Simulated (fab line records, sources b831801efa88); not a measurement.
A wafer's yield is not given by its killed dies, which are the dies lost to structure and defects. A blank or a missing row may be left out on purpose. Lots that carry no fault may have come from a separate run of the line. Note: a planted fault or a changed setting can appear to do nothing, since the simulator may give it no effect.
fab line records -- flow sky130
record lots=13, wafers=39, last_day=50
route steps=708 shown PWDE@52 VT_ADJUST_PCH@150 SONOS_ONO@185 LDD_P@266 PAD_OPEN@708
lots that met no fault: taken from a fault-free run of the same line
start_h: hours from the record's first day to the start of the lot's first wafer shown -- wait_h: hours since the lot's step before -- " as in the row above -- L1.1+2: one row covering several wafers at once -- - no value, or no start given -- * or withheld: withheld -- < > ~ a bound
route shown NAME@n: a module of which the file shows steps, and the number in the route of the first -- usual: mean/standard deviation of fault-free wafers -- same: alike in all rows -- chamber/n: place in a boat -- sites: the reading at each site -- _std_site: their standard deviation -- _edge_site: outer sites' mean less inner sites' -- radius_mm: how far each site lies from the wafer's centre -- mask NAME#n: copy n -- behind: tool/chamber where the wafer was last shaped -- hold: the reason the lot was held/the length of the hold in hours/how it ended -- device: which transistor (n, p or np) failed to switch -- end of line: the tests these same wafers got at the end of their route -- a step given without rows: its recipe and nothing more -- killed: dies lost to structure and defects at the first sort, not the wafer's yield -- map: a wafer's dies, marking killed ones x, the rest . and places with no die _
set.NAME: the run value of the setting; set.NAME@STEP: its run value at that earlier step -- model.NAME: the simulator's own value behind a step, which no gauge read
route steps across a sampled set of lots; one table per step, one row per wafer
services: when a tool's chamber went out of use (start_h, in hours from the record's first day, below 0 if earlier), for how many hours, and the reason
## steps
# step SKY_PWDE_OVL_MEAS_07
# usual PWDE_OVL=0.4/1.6
lot.wafer,tool,chamber,start_h,wait_h,PWDE_OVL[nm]
L723.1,overlay-01,-,65.91,-,1.2
L723.4,overlay-01,-,65.91,-,0.2
L723.5,overlay-01,-,65.91,-,2.9
L725.2,overlay-02,-,80.42,-,-1.6
L725.5,overlay-02,-,80.42,-,0.0
L725.6,overlay-02,-,80.42,-,-0.2
L726.1,overlay-01,-,86.51,-,2.2
L726.2,overlay-01,-,86.51,-,1.6
L726.3,overlay-01,-,86.51,-,2.3
L727.2,overlay-02,-,91.81,-,1.7
L727.5,overlay-02,-,91.81,-,1.5
L727.6,overlay-02,-,91.81,-,1.5
L728.1,overlay-01,-,95.31,-,3.1
L728.3,overlay-01,-,95.31,-,3.6
L728.6,overlay-01,-,95.31,-,2.1
L729.3,overlay-01,-,103.58,-,1.2
L729.5,overlay-01,-,103.58,-,1.7
L729.6,overlay-01,-,103.58,-,1.9
L730.1,overlay-01,-,110.96,-,0.0
L730.2,overlay-01,-,110.96,-,0.4
L730.5,overlay-01,-,110.96,-,-0.1
L731.3,overlay-02,-,114.37,-,-4.3
L731.4,overlay-02,-,114.37,-,-3.2
L731.5,overlay-02,-,114.37,-,-3.4
L732.1,overlay-02,-,120.26,-,-0.6
L732.4,overlay-02,-,120.26,-,1.1
L732.6,overlay-02,-,120.26,-,1.7
L738.1,overlay-02,-,151.25,-,-1.6
L738.2,overlay-02,-,151.25,-,-1.0
L738.3,overlay-02,-,151.25,-,0.4
L744.1,overlay-02,-,185.20,-,1.6
L744.4,overlay-02,-,185.20,-,2.0
L744.5,overlay-02,-,185.20,-,1.7
L745.2,overlay-01,-,192.02,-,2.7
L745.3,overlay-01,-,192.02,-,2.8
L745.4,overlay-01,-,192.02,-,2.4
L746.1,overlay-01,-,198.07,-,3.1
L746.3,overlay-01,-,198.07,-,2.8
L746.4,overlay-01,-,198.07,-,2.0
# step SKY_VT_ADJUST_PCH_OVL_MEAS_07
# usual VT_ADJUST_PCH_OVL=1.5/1.2
lot.wafer,tool,chamber,start_h,wait_h,VT_ADJUST_PCH_OVL[nm]
L723.1,overlay-02,-,222.95,-,0.9
L723.4,overlay-02,-,222.95,-,3.0
L723.5,overlay-02,-,222.95,-,3.4
L725.2,overlay-02,-,243.75,-,3.4
L725.5,overlay-02,-,243.75,-,2.3
L725.6,overlay-02,-,243.75,-,3.3
L726.1,overlay-02,-,249.21,-,3.1
L726.2,overlay-02,-,249.21,-,1.9
L726.3,overlay-02,-,249.21,-,1.0
L727.2,overlay-02,-,255.90,-,0.7
L727.5,overlay-02,-,255.90,-,2.8
L727.6,overlay-02,-,255.90,-,1.1
L728.1,overlay-01,-,261.61,-,0.4
L728.3,overlay-01,-,261.61,-,2.5
L728.6,overlay-01,-,261.61,-,1.7
L729.3,overlay-02,-,274.37,-,1.6
L729.5,overlay-02,-,274.37,-,2.5
L729.6,overlay-02,-,274.37,-,1.6
L730.1,overlay-02,-,284.16,-,3.4
L730.2,overlay-02,-,284.16,-,1.7
L730.5,overlay-02,-,284.16,-,1.7
L731.3,overlay-01,-,287.96,-,2.3
L731.4,overlay-01,-,287.96,-,2.4
L731.5,overlay-01,-,287.96,-,3.4
L732.1,overlay-02,-,298.21,-,2.1
L732.4,overlay-02,-,298.21,-,1.9
L732.6,overlay-02,-,298.21,-,2.1
L738.1,overlay-02,-,339.66,-,3.0
L738.2,overlay-02,-,339.66,-,2.3
L738.3,overlay-02,-,339.66,-,2.5
L744.1,overlay-01,-,385.60,-,0.5
L744.4,overlay-01,-,385.60,-,-0.5
L744.5,overlay-01,-,385.60,-,1.5
L745.2,overlay-02,-,396.75,-,0.5
L745.3,overlay-02,-,396.75,-,1.0
L745.4,overlay-02,-,396.75,-,-0.1
L746.1,overlay-02,-,404.31,-,1.8
L746.3,overlay-02,-,404.31,-,1.8
L746.4,overlay-02,-,404.31,-,0.5
# step SKY_SONOS_ONO_STRIP_17
# recipe chemistry=O2/N2, power_w=1400, pressure_mtorr=1500, platen_temp_c=withheld, o2_flow_sccm=3000, n2_flow_sccm=300, overash_fraction=0.5
# usual chamber_pressure_mTorr=1500.2/1.2, drypump_motor_current_A=5.7/0.48, n2_flow_sccm=299.9/0.9, oes_product_au=0.710/0.0041, strip_time_to_endpoint_s=14.09/0.044
lot.wafer,tool,chamber,start_h,wait_h,chamber_pressure_mTorr,drypump_motor_current_A,n2_flow_sccm,oes_product_au,rf_hours_counter_h,strip_time_to_endpoint_s
L723.1,plasma_asher-01,0,279.23,0.0,1501.8,4.9,299.8,0.707,59,14.06
L723.4,plasma_asher-01,1,279.23,0.0,1501.2,5.5,300.3,0.707,-,14.07
L723.5,plasma_asher-01,1,279.23,0.0,1498.3,5.5,299.2,0.714,-,14.09
L725.2,plasma_asher-01,1,299.23,0.0,1500.5,5.5,300.8,0.705,60,14.16
L725.5,plasma_asher-01,1,299.23,0.0,1499.8,5.5,300.3,0.712,-,14.10
L725.6,plasma_asher-01,0,299.23,0.0,1501.4,4.9,301.2,0.710,-,14.15
L726.1,plasma_asher-01,1,306.38,0.0,1498.3,5.5,301.0,0.708,61,14.10
L726.2,plasma_asher-01,0,306.38,0.0,1501.2,5.0,299.0,0.712,61,14.12
L726.3,plasma_asher-01,0,306.38,0.0,1500.5,4.9,299.0,0.718,-,14.05
L727.2,plasma_asher-02,1,313.88,0.0,1497.7,5.8,300.3,0.717,65,14.11
L727.5,plasma_asher-02,0,313.88,0.0,1501.0,6.2,298.6,0.716,-,14.12
L727.6,plasma_asher-02,1,313.88,0.0,1500.4,5.8,300.4,0.710,-,14.10
L728.1,plasma_asher-04,0,319.96,0.0,1500.0,6.4,299.8,0.712,48,14.00
L728.3,plasma_asher-04,0,319.96,0.0,1503.6,6.3,300.4,0.711,-,14.02
L728.6,plasma_asher-04,0,319.96,0.0,1497.6,6.3,300.4,0.710,-,14.02
L729.3,plasma_asher-04,0,333.47,0.0,1499.5,6.3,298.5,0.711,-,14.06
L729.5,plasma_asher-04,0,333.47,0.0,1503.5,6.3,299.7,0.711,-,14.07
L729.6,plasma_asher-04,1,333.47,0.0,1499.4,5.5,299.6,0.712,-,14.11
L730.1,plasma_asher-01,0,344.46,0.0,1501.0,4.9,301.3,0.705,65,14.07
L730.2,plasma_asher-01,1,344.46,0.0,1501.3,5.5,300.0,0.710,65,14.07
L730.5,plasma_asher-01,0,344.46,0.0,1499.6,5.0,299.5,0.714,-,14.09
L731.3,plasma_asher-01,1,347.61,0.0,1502.2,5.5,298.7,0.706,-,14.03
L731.4,plasma_asher-01,0,347.61,0.0,1502.1,4.9,300.3,0.710,-,14.07
L731.5,plasma_asher-01,0,347.61,0.0,1500.7,4.9,299.2,0.708,-,14.10
L732.1,plasma_asher-02,1,358.28,0.0,1499.4,5.8,301.3,0.704,70,14.13
L732.4,plasma_asher-02,1,358.28,0.0,1499.8,5.8,300.3,0.711,-,14.12
L732.6,plasma_asher-02,1,358.28,0.0,1500.0,5.8,299.6,0.712,-,14.07
L738.1,plasma_asher-04,1,401.82,0.0,1497.7,5.5,299.0,0.674,55,-
L738.2,plasma_asher-04,0,401.82,0.0,1513.9,6.4,300.3,0.762,55,-
L738.3,plasma_asher-04,0,401.82,0.0,1511.2,6.3,300.7,0.731,-,-
L744.1,plasma_asher-04,1,454.65,0.0,1500.1,5.4,298.4,0.713,60,14.02
L744.4,plasma_asher-04,0,454.65,0.0,1501.6,6.3,299.5,0.708,-,14.04
L744.5,plasma_asher-04,1,454.65,0.0,1500.2,5.5,297.9,0.708,-,14.00
L745.2,plasma_asher-02,1,463.86,0.0,1501.2,5.8,300.6,0.713,79,14.11
L745.3,plasma_asher-02,1,463.86,0.0,1500.8,5.8,300.6,0.707,-,14.12
L745.4,plasma_asher-02,0,463.86,0.0,1501.8,6.2,299.6,0.710,-,14.15
L746.1,plasma_asher-04,0,468.42,0.0,1499.0,6.3,300.2,0.704,61,14.05
L746.3,plasma_asher-04,0,468.42,0.0,1500.2,6.3,301.3,0.712,-,14.05
L746.4,plasma_asher-04,1,468.42,0.0,1499.9,5.5,301.7,0.713,-,14.07
# step SKY_LDD_P_TW_MEAS_11
# usual LDD_P_TW=637/7.4
lot.wafer,tool,chamber,start_h,wait_h,LDD_P_TW
L723.1,film_metro-01,-,428.21,0.1,631
L723.4,film_metro-01,-,428.21,0.1,633
L723.5,film_metro-01,-,428.21,0.1,635
L725.2,film_metro-02,-,456.96,0.1,651
L725.5,film_metro-02,-,456.96,0.1,651
L725.6,film_metro-02,-,456.96,0.1,650
L726.1,film_metro-01,-,462.65,0.1,639
L726.2,film_metro-01,-,462.65,0.1,637
L726.3,film_metro-01,-,462.65,0.1,630
L727.2,film_metro-03,-,472.61,0.1,634
L727.5,film_metro-03,-,472.61,0.1,637
L727.6,film_metro-03,-,472.61,0.1,635
L728.1,film_metro-02,-,478.15,0.1,652
L728.3,film_metro-02,-,478.15,0.1,651
L728.6,film_metro-02,-,478.15,0.1,651
L729.3,film_metro-01,-,496.41,0.1,629
L729.5,film_metro-01,-,496.41,0.1,637
L729.6,film_metro-01,-,496.41,0.1,632
L730.1,film_metro-02,-,507.90,0.1,649
L730.2,film_metro-02,-,507.90,0.1,648
L730.5,film_metro-02,-,507.90,0.1,646
L731.3,film_metro-03,-,508.63,0.1,635
L731.4,film_metro-03,-,508.63,0.1,634
L731.5,film_metro-03,-,508.63,0.1,632
L732.1,film_metro-01,-,519.87,0.1,633
L732.4,film_metro-01,-,519.87,0.1,633
L732.6,film_metro-01,-,519.87,0.1,636
L744.1,film_metro-03,-,615.00,0.1,625
L744.4,film_metro-03,-,615.00,0.1,627
L744.5,film_metro-03,-,615.00,0.1,627
L745.2,film_metro-03,-,622.81,0.1,629
L745.3,film_metro-03,-,622.81,0.1,630
L745.4,film_metro-03,-,622.81,0.1,628
L746.1,film_metro-03,-,626.47,0.1,630
L746.3,film_metro-03,-,626.47,0.1,634
L746.4,film_metro-03,-,626.47,0.1,629
# step SKY_PAD_OPEN_PROBE_99
# usual killed_at_M0_to_M3=43/6.9, killed_at_M4_up=3.2/2, killed_at_contacts=25/5.1, killed_at_front_end=15/4.5, killed_at_other=0.2/0.51, killed_dies=85/9.5, killed_on_rim=16/3.7, killed_open=48/6.9, killed_short=38/6.7
# same gross_dies=492, killed_at_back_side=0
lot.wafer,tool,chamber,start_h,wait_h,killed_at_M0_to_M3,killed_at_M4_up,killed_at_contacts,killed_at_front_end,killed_at_other,killed_dies,killed_on_rim,killed_open,killed_short
L723.1,prober-02,-,1070.15,0.1,43,1,17,11,0,72,18,41,31
L723.4,prober-02,-,1070.30,0.2,45,1,28,22,0,96,22,47,49
L723.5,prober-02,-,1070.35,0.2,46,2,31,13,0,92,19,54,38
L725.2,prober-02,-,1087.87,0.1,44,6,20,16,0,86,16,48,38
L725.5,prober-02,-,1088.02,0.2,38,2,24,18,0,82,14,46,36
L725.6,prober-02,-,1088.07,0.2,34,1,21,23,1,80,14,45,35
L726.1,prober-01,-,1093.95,0.1,39,6,21,7,0,73,14,41,32
L726.2,prober-01,-,1094.00,0.1,41,3,31,25,0,100,25,50,50
L726.3,prober-01,-,1094.05,0.2,31,3,31,17,0,82,15,49,33
L727.2,prober-02,-,1100.33,0.1,41,4,36,11,0,92,17,49,43
L727.5,prober-02,-,1100.48,0.2,44,4,24,10,0,82,15,50,32
L727.6,prober-02,-,1100.53,0.2,43,2,25,13,0,83,19,49,34
L728.1,prober-01,-,1101.39,0.1,45,3,28,12,0,88,15,63,25
L728.3,prober-01,-,1101.49,0.2,37,4,26,17,0,84,15,55,29
L728.6,prober-01,-,1101.64,0.2,38,1,29,21,0,89,17,50,39
L729.3,prober-02,-,1117.76,0.2,48,5,19,17,1,90,15,48,42
L729.5,prober-02,-,1117.86,0.2,38,3,30,12,0,83,12,43,40
L729.6,prober-02,-,1117.91,0.2,56,2,23,5,0,86,16,48,38
L730.1,prober-01,-,1123.01,0.1,46,1,23,15,0,85,17,49,36
L730.2,prober-01,-,1123.06,0.1,40,3,28,15,0,86,22,44,42
L730.5,prober-01,-,1123.21,0.2,27,4,17,12,0,60,17,34,26
L731.3,prober-02,-,1124.15,0.2,39,1,15,18,0,73,13,43,30
L731.4,prober-02,-,1124.20,0.2,44,3,24,14,0,85,16,46,39
L731.5,prober-02,-,1124.25,0.2,51,3,25,15,0,94,21,58,36
L732.1,prober-01,-,1129.66,0.1,41,2,21,12,0,76,13,44,32
L732.4,prober-01,-,1129.81,0.2,46,2,26,11,0,85,10,51,34
L732.6,prober-01,-,1129.91,0.2,35,1,26,12,0,74,15,40,34
L738.1,prober-01,-,1159.22,0.1,50,1,24,416,1,492,96,38,49
L738.2,prober-01,-,1159.27,0.1,50,2,22,418,0,492,96,48,35
L738.3,prober-01,-,1159.32,0.2,53,1,24,414,0,492,96,47,41
L744.1,prober-01,-,1187.28,0.1,28,4,35,13,1,81,17,40,41
L744.4,prober-01,-,1187.43,0.2,44,1,30,20,0,95,17,59,36
L744.5,prober-01,-,1187.48,0.2,32,2,17,16,0,67,15,39,28
L745.2,prober-02,-,1192.85,0.1,55,7,27,16,1,106,13,54,52
L745.3,prober-02,-,1192.90,0.2,36,2,31,18,0,87,17,43,44
L745.4,prober-02,-,1192.95,0.2,46,1,30,11,0,88,21,54,34
L746.1,prober-01,-,1194.58,0.1,24,2,29,15,0,70,13,39,31
L746.3,prober-01,-,1194.68,0.2,39,2,33,12,0,86,14,49,37
L746.4,prober-01,-,1194.73,0.2,36,3,18,16,0,73,18,44,29
# killed by level:class
L723.1 VIA1:geometric_particle:open=14 LI_CONTACT:geometric_particle:open=6 METAL2:geometric_particle:short=6 VIA2:geometric_particle:open=6 CONTACT:geometric_particle:open=5 METAL1:geometric_particle:short=5 FIELD_ISO:geometric_particle:short=3 LOCAL_INTERCONNECT:geometric_particle:short=3
L723.4 CONTACT:geometric_particle:open=9 FIELD_ISO:geometric_particle:open=8 VIA1:geometric_particle:open=7 LI_CONTACT:geometric_particle:open=6 LOCAL_INTERCONNECT:geometric_particle:short=6 CONTACT:geometric_particle:short=6 VIA1:geometric_particle:short=6 VIA3:geometric_particle:open=6
L723.5 VIA1:geometric_particle:open=13 LI_CONTACT:geometric_particle:open=11 VIA3:geometric_particle:open=10 CONTACT:geometric_particle:open=6 LOCAL_INTERCONNECT:geometric_particle:short=5 VIA1:geometric_particle:short=5 METAL2:geometric_particle:short=5 CONTACT:geometric_particle:short=4
L725.2 VIA1:geometric_particle:open=12 VIA3:geometric_particle:open=8 LI_CONTACT:geometric_particle:open=6 CONTACT:geometric_particle:short=6 VIA1:geometric_particle:short=5 VIA2:geometric_particle:open=5 FIELD_ISO:geometric_particle:open=4 POLY_GATE:geometric_particle:short=4
L725.5 CONTACT:geometric_particle:open=11 FIELD_ISO:geometric_particle:open=7 VIA1:geometric_particle:open=6 VIA2:geometric_particle:open=6 VIA3:geometric_particle:open=6 CONTACT:geometric_particle:short=5 POLY_GATE:geometric_particle:short=4 METAL1:geometric_particle:short=4
L725.6 CONTACT:geometric_particle:open=8 POLY_GATE:geometric_particle:short=7 VIA2:geometric_particle:open=7 FIELD_ISO:geometric_particle:open=6 CONTACT:geometric_particle:short=6 VIA3:geometric_particle:open=6 VIA1:geometric_particle:open=5 LI_CONTACT:geometric_particle:open=4
L726.1 VIA1:geometric_particle:open=12 CONTACT:geometric_particle:open=6 LI_CONTACT:geometric_particle:open=5 VIA2:geometric_particle:open=5 METAL4:geometric_particle:short=5 LOCAL_INTERCONNECT:geometric_particle:short=4 CONTACT:geometric_particle:short=4 METAL1:geometric_particle:short=4
L726.2 CONTACT:geometric_particle:open=12 METAL2:geometric_particle:short=9 POLY_GATE:geometric_particle:open=8 METAL1:geometric_particle:short=7 POLY_GATE:geometric_particle:short=7 VIA3:geometric_particle:open=6 VIA1:geometric_particle:open=6 FIELD_ISO:geometric_particle:short=5
L726.3 CONTACT:geometric_particle:open=13 LI_CONTACT:geometric_particle:open=8 VIA3:geometric_particle:open=8 FIELD_ISO:geometric_particle:open=5 METAL1:geometric_particle:short=5 VIA1:geometric_particle:open=5 FIELD_ISO:geometric_particle:short=4 POLY_GATE:geometric_particle:short=4
L727.2 CONTACT:geometric_particle:open=11 CONTACT:geometric_particle:short=9 VIA3:geometric_particle:open=8 VIA2:geometric_particle:open=7 LI_CONTACT:geometric_particle:open=6 METAL1:geometric_particle:short=6 FIELD_ISO:geometric_particle:open=4 LI_CONTACT:geometric_particle:short=4
L727.5 VIA1:geometric_particle:open=13 VIA3:geometric_particle:open=9 CONTACT:geometric_particle:open=8 LI_CONTACT:geometric_particle:open=6 LOCAL_INTERCONNECT:geometric_particle:short=5 METAL2:geometric_particle:short=4 VIA1:geometric_particle:short=4 VIA2:geometric_particle:open=4
L727.6 VIA1:geometric_particle:open=8 VIA3:geometric_particle:open=8 CONTACT:geometric_particle:open=7 LI_CONTACT:geometric_particle:open=6 CONTACT:geometric_particle:short=6 METAL2:geometric_particle:open=5 FIELD_ISO:geometric_particle:short=4 METAL1:geometric_particle:short=4
L728.1 VIA1:geometric_particle:open=17 LI_CONTACT:geometric_particle:open=10 CONTACT:geometric_particle:open=10 VIA2:geometric_particle:open=9 VIA3:geometric_particle:open=7 POLY_GATE:geometric_particle:short=4 LOCAL_INTERCONNECT:geometric_particle:short=4 VIA1:geometric_particle:short=4
L728.3 CONTACT:geometric_particle:open=10 VIA1:geometric_particle:open=10 VIA2:geometric_particle:open=10 POLY_GATE:geometric_particle:short=6 LI_CONTACT:geometric_particle:open=6 VIA3:geometric_particle:open=6 METAL1:geometric_particle:short=5 FIELD_ISO:geometric_particle:open=4
L728.6 CONTACT:geometric_particle:open=12 VIA1:geometric_particle:open=9 LI_CONTACT:geometric_particle:open=7 FIELD_ISO:geometric_particle:short=5 POLY_GATE:geometric_particle:open=5 LOCAL_INTERCONNECT:geometric_particle:short=5 VIA1:geometric_particle:short=5 METAL1:geometric_particle:short=4
L729.3 VIA1:geometric_particle:open=10 CONTACT:geometric_particle:open=9 FIELD_ISO:geometric_particle:short=7 VIA2:geometric_particle:open=7 LI_CONTACT:geometric_particle:open=6 METAL1:geometric_particle:short=6 VIA2:geometric_particle:short=6 POLY_GATE:geometric_particle:open=4
L729.5 CONTACT:geometric_particle:open=9 METAL2:geometric_particle:short=7 LI_CONTACT:geometric_particle:short=6 VIA1:geometric_particle:open=6 FIELD_ISO:geometric_particle:open=5 LI_CONTACT:geometric_particle:open=5 CONTACT:geometric_particle:short=5 VIA3:geometric_particle:open=5
L729.6 VIA1:geometric_particle:open=14 METAL1:geometric_particle:short=12 CONTACT:geometric_particle:open=11 VIA2:geometric_particle:open=7 VIA3:geometric_particle:open=5 METAL2:geometric_particle:short=5 LI_CONTACT:geometric_particle:short=4 VIA3:geometric_particle:short=4
L730.1 VIA1:geometric_particle:open=19 CONTACT:geometric_particle:open=7 LI_CONTACT:geometric_particle:short=6 LI_CONTACT:geometric_particle:open=6 FIELD_ISO:geometric_particle:short=5 VIA3:geometric_particle:open=5 METAL1:geometric_particle:short=3 VIA1:geometric_particle:short=3
L730.2 CONTACT:geometric_particle:open=10 VIA1:geometric_particle:open=10 FIELD_ISO:geometric_particle:short=6 LI_CONTACT:geometric_particle:open=6 METAL2:geometric_particle:short=6 CONTACT:geometric_particle:short=5 VIA3:geometric_particle:open=5 FIELD_ISO:geometric_particle:open=4
L730.5 CONTACT:geometric_particle:open=6 VIA1:geometric_particle:open=6 LI_CONTACT:geometric_particle:open=5 VIA2:geometric_particle:open=4 METAL1:geometric_particle:short=3 LI_CONTACT:geometric_particle:short=3 METAL4:geometric_particle:short=3 VIA1:geometric_particle:short=3
L731.3 VIA1:geometric_particle:open=11 FIELD_ISO:geometric_particle:open=9 METAL1:geometric_particle:short=7 CONTACT:geometric_particle:open=6 VIA3:geometric_particle:open=5 FIELD_ISO:geometric_particle:short=4 CONTACT:geometric_particle:short=4 VIA1:geometric_particle:short=4
L731.4 VIA1:geometric_particle:open=13 VIA2:geometric_particle:open=8 CONTACT:geometric_particle:open=7 POLY_GATE:geometric_particle:open=5 LI_CONTACT:geometric_particle:open=5 METAL2:geometric_particle:short=5 LOCAL_INTERCONNECT:geometric_particle:short=5 CONTACT:geometric_particle:short=4
L731.5 VIA1:geometric_particle:open=12 VIA3:geometric_particle:open=10 LI_CONTACT:geometric_particle:open=8 VIA2:geometric_particle:open=7 CONTACT:geometric_particle:open=6 CONTACT:geometric_particle:short=5 METAL2:geometric_particle:short=5 METAL1:geometric_particle:short=5
L732.1 CONTACT:geometric_particle:open=13 VIA1:geometric_particle:open=10 METAL2:geometric_particle:short=7 VIA1:geometric_particle:short=6 METAL1:geometric_particle:short=6 VIA2:geometric_particle:open=6 FIELD_ISO:geometric_particle:open=3 LI_CONTACT:geometric_particle:open=3
L732.4 VIA1:geometric_particle:open=11 CONTACT:geometric_particle:open=10 VIA3:geometric_particle:open=8 LI_CONTACT:geometric_particle:open=7 METAL2:geometric_particle:short=6 VIA2:geometric_particle:open=5 POLY_GATE:geometric_particle:short=4 VIA1:geometric_particle:short=4
L732.6 VIA1:geometric_particle:open=14 CONTACT:geometric_particle:open=9 LOCAL_INTERCONNECT:geometric_particle:short=8 CONTACT:geometric_particle:short=5 VIA1:geometric_particle:short=5 POLY_GATE:geometric_particle:open=4 FIELD_ISO:geometric_particle:open=3 VIA2:geometric_particle:open=3
L738.1 GATE_OXIDE:area_oxidation=405 VIA3:geometric_particle:open=8 VIA1:geometric_particle:short=7 CONTACT:geometric_particle:short=7 VIA2:geometric_particle:open=7 LI_CONTACT:geometric_particle:open=6 METAL2:geometric_particle:short=6 VIA2:geometric_particle:short=5
L738.2 GATE_OXIDE:area_oxidation=409 LI_CONTACT:geometric_particle:open=9 VIA1:geometric_particle:open=9 VIA1:geometric_particle:short=8 VIA3:geometric_particle:open=7 CONTACT:geometric_particle:open=6 METAL1:geometric_particle:short=6 METAL2:geometric_particle:short=5
L738.3 GATE_OXIDE:area_oxidation=404 VIA1:geometric_particle:open=12 CONTACT:geometric_particle:open=11 METAL2:geometric_particle:short=9 METAL1:geometric_particle:short=8 VIA3:geometric_particle:open=7 LI_CONTACT:geometric_particle:open=5 VIA1:geometric_particle:short=5
L744.1 CONTACT:geometric_particle:short=11 LI_CONTACT:geometric_particle:open=9 CONTACT:geometric_particle:open=9 VIA1:geometric_particle:open=8 VIA3:geometric_particle:open=5 SPACER:geometric_particle:short=4 VIA1:geometric_particle:short=4 LI_CONTACT:geometric_particle:short=3
L744.4 FIELD_ISO:geometric_particle:open=9 LI_CONTACT:geometric_particle:open=9 CONTACT:geometric_particle:open=9 VIA3:geometric_particle:open=8 VIA1:geometric_particle:open=8 VIA2:geometric_particle:open=7 LI_CONTACT:geometric_particle:short=6 CONTACT:geometric_particle:short=5
L744.5 VIA1:geometric_particle:open=8 CONTACT:geometric_particle:open=6 VIA2:geometric_particle:open=5 METAL2:geometric_particle:short=5 VIA3:geometric_particle:open=5 LI_CONTACT:geometric_particle:open=4 FIELD_ISO:geometric_particle:open=4 POLY_GATE:geometric_particle:open=3
L745.2 VIA1:geometric_particle:open=14 VIA1:geometric_particle:short=8 VIA3:geometric_particle:open=8 LI_CONTACT:geometric_particle:open=7 CONTACT:geometric_particle:open=6 CONTACT:geometric_particle:short=6 METAL4:geometric_particle:short=6 FIELD_ISO:geometric_particle:short=5
L745.3 VIA1:geometric_particle:open=9 LI_CONTACT:geometric_particle:open=8 FIELD_ISO:geometric_particle:short=7 VIA3:geometric_particle:open=6 LOCAL_INTERCONNECT:geometric_particle:short=6 CONTACT:geometric_particle:open=6 POLY_GATE:geometric_particle:short=5 LI_CONTACT:geometric_particle:short=5
L745.4 VIA3:geometric_particle:open=13 CONTACT:geometric_particle:open=10 LI_CONTACT:geometric_particle:open=8 VIA1:geometric_particle:open=8 VIA2:geometric_particle:open=5 VIA1:geometric_particle:short=5 LI_CONTACT:geometric_particle:short=4 LOCAL_INTERCONNECT:geometric_particle:short=4
L746.1 CONTACT:geometric_particle:open=13 VIA1:geometric_particle:open=7 LI_CONTACT:geometric_particle:open=5 POLY_GATE:geometric_particle:open=4 LI_CONTACT:geometric_particle:short=4 LOCAL_INTERCONNECT:geometric_particle:short=4 POLY_GATE:geometric_particle:short=3 METAL1:geometric_particle:short=3
L746.3 VIA1:geometric_particle:open=11 CONTACT:geometric_particle:open=10 LI_CONTACT:geometric_particle:open=8 CONTACT:geometric_particle:short=7 VIA3:geometric_particle:open=6 POLY_GATE:geometric_particle:open=5 LOCAL_INTERCONNECT:geometric_particle:short=5 VIA1:geometric_particle:short=5
L746.4 CONTACT:geometric_particle:open=11 VIA3:geometric_particle:open=9 METAL1:geometric_particle:short=7 FIELD_ISO:geometric_particle:short=5 VIA1:geometric_particle:open=5 METAL2:geometric_particle:short=4 VIA2:geometric_particle:open=4 METAL3:geometric_particle:short=4
## services
tool,chamber,start_h,hours,kind
plasma_asher-04,-,295.52,1.5,repair
plasma_asher-04,-,348.73,13.9,repair
plasma_asher-02,-,367.86,12.4,repair
plasma_asher-04,-,407.49,2.8,pm
plasma_asher-01,-,421.25,9.0,pm
plasma_asher-01,0,421.25,9.0,vent_cycle
plasma_asher-01,1,421.25,9.0,vent_cycle
plasma_asher-01,0,430.25,-,clean
plasma_asher-01,1,430.25,-,clean
## key
first_sign step=SKY_SONOS_ONO_STRIP_17, reading=chamber_pressure_mTorr, direction=up, sigmas=5.9, usual=1500.2, struck=1507.6, wafers_moved=2
effect step=SKY_SONOS_ONO_STRIP_17, reading=oes_product_au, direction=up, sigmas=2.9, usual=0.710, struck=0.722
effect step=SKY_PAD_OPEN_PROBE_99, reading=killed_at_front_end, direction=up, sigmas=89, usual=15, struck=416
more_kills_born_at SKY_GATE_OXIDE_OXIDATION_01@furnace-01=1218
met_at SKY_SONOS_ONO_STRIP_17
struck_lots L738
later_rows_left_out L738.1,L738.2,L738.3
tester_left_out L738
not_acting_at SKY_PWDE_OVL_MEAS_07,SKY_VT_ADJUST_PCH_OVL_MEAS_07,SKY_LDD_P_TW_MEAS_11
onset_between 333.47 401.82
fault kind=strip_aborted, tool=plasma_asher-04, chamber=-, onset_h=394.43, steps=SKY_SONOS_ONO_STRIP_17, offset=0.97764, end_h=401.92
# tester_left_out: of these lots the tester's yield and bins aren't shown, on N5 and GAA mostly nor the transistor test; their killed dies are dies lost to structure and defects alone, not to doping, threshold or leakage, so they don't give the yield
# later_rows_left_out: the simulator's readings of these wafers behind a module that went badly wrong aren't trusted and aren't shown, but for the sort
